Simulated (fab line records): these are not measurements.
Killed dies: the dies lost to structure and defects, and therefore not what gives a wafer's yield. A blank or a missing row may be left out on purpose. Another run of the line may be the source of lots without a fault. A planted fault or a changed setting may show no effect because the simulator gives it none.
Which of the tools did it?    flow sky130    Sampling: 13 lots, 39 wafers, 5 of 708 route steps

== WHAT THE GAUGES SHOWED, per wafer ==
SKY_FIELD_ISO_THK_MEAS_25.
lot   measured     on             FIELD_ISO_CVD_24_THK (nm)
L152  day 2 11:55  film metro-03  591 592 590
L154  day 3 05:08  film metro-02  605 598 605
L156  day 3 09:05  film metro-01  598 596 595
L155  day 3 09:06  film metro-03  603 600 601
L157  day 3 21:59  film metro-03  595 603 600
L158  day 3 22:02  film metro-01  592 603 602
L165  day 5 11:00  film metro-01  591 599 584
L164  day 5 11:01  film metro-03  603 597 601
L166  day 5 18:57  film metro-02  595 605 601
L167  day 5 21:32  film metro-01  608 598 605
L169  day 6 06:27  film metro-02  582 595 593
L173  day 7 03:41  film metro-01  610 603 605
L174  day 7 07:27  film metro-01  586 590 593

SKY_SONOS_TUNNEL_TW_MEAS_12.
lot   measured      on             SONOS_TUNNEL_TW
L152  day 11 13:21  film metro-04  200.0 200.5 199.7
L154  day 13 07:28  film metro-03  195.6 195.0 195.5
L156  day 13 13:39  film metro-01  196.9 196.6 196.6
L155  day 13 08:52  film metro-04  200.4 198.9 200.6
L157  day 14 02:49  film metro-01  195.5 195.7 195.2
L158  day 14 00:19  film metro-04  200.1 200.0 199.9
L165  day 16 11:47  film metro-01  197.3 195.5 196.4
L164  day 16 09:44  film metro-04  200.5 200.4 201.3
L166  day 16 18:52  film metro-03  196.3 196.5 196.2
L167  day 17 03:11  film metro-03  196.0 196.9 196.5
L169  day 17 07:57  film metro-04  200.4 200.8 201.1
L173  day 18 18:23  film metro-04  200.5 201.0 200.5
L174  day 19 01:58  film metro-01  196.4 194.9 195.3

SKY_SONOS_ONO_THK_MEAS_03.
lot   measured      on             SONOS_ONO_CVD_02_THK (nm)
L152  day 11 17:22  film metro-01  10.60 10.69 10.53
L154  day 13 12:17  film metro-03  10.31 10.43 10.50
L156  day 13 19:52  film metro-03  7.80 7.91 7.85 7.74 7.81 7.85
L155  day 13 13:52  film metro-01  10.62 10.54 10.60
L157  day 14 06:15  film metro-03  7.67 7.69 7.83 7.67 7.63 7.78
L158  day 14 03:38  film metro-03  7.77 7.69 7.80 7.73 7.72 7.71
L165  day 16 16:29  film metro-02  10.60 10.61 10.63
L164  day 16 13:40  film metro-02  10.37 10.44 10.42
L166  day 16 23:16  film metro-01  10.43 10.59 10.40
L167  day 17 07:54  film metro-02  10.66 10.63 10.53
L169  day 17 14:52  film metro-03  10.40 10.31 10.41
L173  day 18 21:28  film metro-02  10.63 10.69 10.65
L174  day 19 05:09  film metro-01  10.63 10.58 10.58

SKY_LDD_HVN_OVL_MEAS_07.
lot   measured      on          LDD_HVN_OVL (nm)
L152  day 20 09:38  overlay-02  0.6 0.1 -1.3
L154  day 22 09:47  overlay-02  -0.3 -0.5 -0.1
L156  day 23 04:54  overlay-02  2.5 1.9 3.0
L155  day 22 18:03  overlay-02  0.5 1.7 0.1
L157  day 23 13:27  overlay-01  -2.4 -3.3 -2.6
L158  day 23 10:29  overlay-01  0.9 -0.9 1.8
L165  day 26 03:11  overlay-02  -0.7 0.3 0.4
L164  day 26 02:53  overlay-01  -2.0 -0.3 -1.7
L166  day 26 10:44  overlay-02  -0.7 2.4 -0.8
L167  day 26 16:18  overlay-02  -0.2 -1.1 -2.1
L169  day 26 20:21  overlay-02  3.0 2.4 1.7
L173  day 28 04:57  overlay-02  -0.7 -0.3 1.0
L174  day 28 11:06  overlay-02  1.1 -0.3 -1.2

== TOOL THAT RAN EACH LOT (tool first, then ch and the chambers of the sampled wafers, then the start) ==
lot   SKY_SONOS_ONO_CVD_02
L152  lpcvd-02 ch 1, day 11 16:18
L154  lpcvd-02 ch 0, day 13 10:43
L156  lpcvd-02 ch 1, day 13 18:48
L155  lpcvd-02 ch 1, day 13 12:17
L157  lpcvd-02 ch 1, day 14 05:10
L158  lpcvd-02 ch 1, day 14 02:34
L165  lpcvd-02 ch 0, day 16 15:26
L164  lpcvd-02 ch 1, day 16 12:36
L166  lpcvd-02 ch 0, day 16 22:13
L167  lpcvd-02 ch 0, day 17 06:50
L169  lpcvd-02 ch 1, day 17 13:17
L173  lpcvd-02 ch 1, day 18 20:25
L174  lpcvd-02 ch 0, day 19 04:05
- SKY_SONOS_ONO_CVD_02: deposits Si3N4 from DCS/NH3, target thk 10.5 nm, time 180 s.

== AS READ BY THE TOOLS THEMSELVES (means over the sampled wafers that have a number; for cases with no such wafer, the mark the record gives instead) ==
The record holds no such reading with a usual standard deviation.

== THE ANSWER, worked out from the rows above alone ==
Rule: the usual values come from the lots themselves. Put in order of their means at a reading, lots are off if they are a third of the lots or fewer, leave a main group of 4 or more, and stand apart from it by a gap of 3 or more times the standard deviation of the main group's means; of several such gaps the widest counts. Not used: any main group whose means are identical at the precision the tables above print for the reading. A lot without any number at a reading at which 4 lots or more have one is off too. Any other lot the step has rows for is counted as sound. Order of review: gauges by route order, followed by the tools' own readings, for which a lot's mean as printed above is used. The first step at which some lot is off is used, and at that step the reading that is off furthest; a lot without a number counts as furthest.
Off: at SKY_SONOS_ONO_THK_MEAS_03 (SONOS_ONO_CVD_02_THK), L156, L157, L158. The main group: mean 10.53 nm, standard deviation 0.099.
A tool fits if, at a process step before that reading, it ran every lot that is off, and no sound lot after the first of them. The gauges at SKY_SONOS_ONO_THK_MEAS_03 are tried like those tools. Of those tried, none fits.

== WHAT THE SIMULATOR HAD INSERTED ==
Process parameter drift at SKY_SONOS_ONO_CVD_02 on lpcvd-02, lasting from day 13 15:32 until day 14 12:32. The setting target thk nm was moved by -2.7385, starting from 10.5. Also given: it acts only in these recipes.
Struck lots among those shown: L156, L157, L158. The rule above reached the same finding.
